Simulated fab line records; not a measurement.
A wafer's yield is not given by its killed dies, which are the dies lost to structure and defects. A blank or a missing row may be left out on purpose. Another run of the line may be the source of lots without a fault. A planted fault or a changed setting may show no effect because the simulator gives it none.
Matching of chambers | flow gf180mcu | GF_V3_CMP_04 on cmp-01 has 4 sister chambers
The step polishes SiO2. 14 wafers are shown with their chamber, then 7 later ones without.

WAFERS PAIRED WITH THEIR CHAMBERS
wafer  | chamber | motor-current-A (A) | time-to-endpoint-s (s)
L661.1 | 3       | 11.5                | 78
L661.5 | 1       | 11.3                | 81
L661.6 | 2       | 14.1                | 91
L663.2 | 2       | 13.2                | 81
L663.3 | 3       | 11.2                | 75
L663.6 | 0       | 11.6                | 76
L665.1 | 2       | 12.9                | 86
L665.3 | 0       | 11.4                | 71
L665.4 | 3       | 11.6                | 82
L667.1 | 0       | 11.1                | 75
L667.3 | 1       | 11.4                | 80
L667.6 | 0       | 11.3                | 77
L669.2 | 1       | 11.1                | 78
L669.3 | 3       | 11.5                | 77

SIGNATURES (means of the wafers above)
reading            | chamber 0 | chamber 1 | chamber 2 | chamber 3 | scatter within a chamber
motor-current-A    | 11.350    | 11.267    | 13.400    | 11.450    | 0.324
time-to-endpoint-s | 74.75     | 79.67     | 86.00     | 78.00     | 3.18
Rule: a wafer's distance from a chamber is the root of the sum, over the readings, of the square of ((its reading less the chamber's mean) divided by the reading's scatter). If the next closest chamber is less than 2 further off than the closest, the wafer can't be placed; otherwise it belongs to the closest. How the scatter is found: for the shown wafers, subtract from each reading the mean of its chamber, square and add these, divide the total by (wafers less chambers), then take the root.

WAFERS WITHOUT THEIR CHAMBER
wafer  | motor-current-A (A) | time-to-endpoint-s (s)
L669.4 | 11.8                | 78
L681.1 | 11.4                | 80
L681.4 | 11.5                | 92
L681.5 | 12.7                | 98
L683.3 | 11.4                | 80
L683.4 | 13.3                | 96
L683.5 | 13.0                | 93

WHICH CHAMBER EACH ONE RAN IN
wafer  | from the rows above          | in truth
L669.4 | can't be placed: 3 or 0 or 1 | 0
L681.1 | can't be placed: 1 or 3 or 0 | 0
L681.4 | can't be placed: 1 or 3 or 0 | 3
L681.5 | 2                            | 2
L683.3 | can't be placed: 1 or 3 or 0 | 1
L683.4 | 2                            | 2
L683.5 | 2                            | 2
Correct placement for 3 of the 7. These rows do not allow placing 4 (true chamber among the candidates in 4). Wrongly placed: 0.
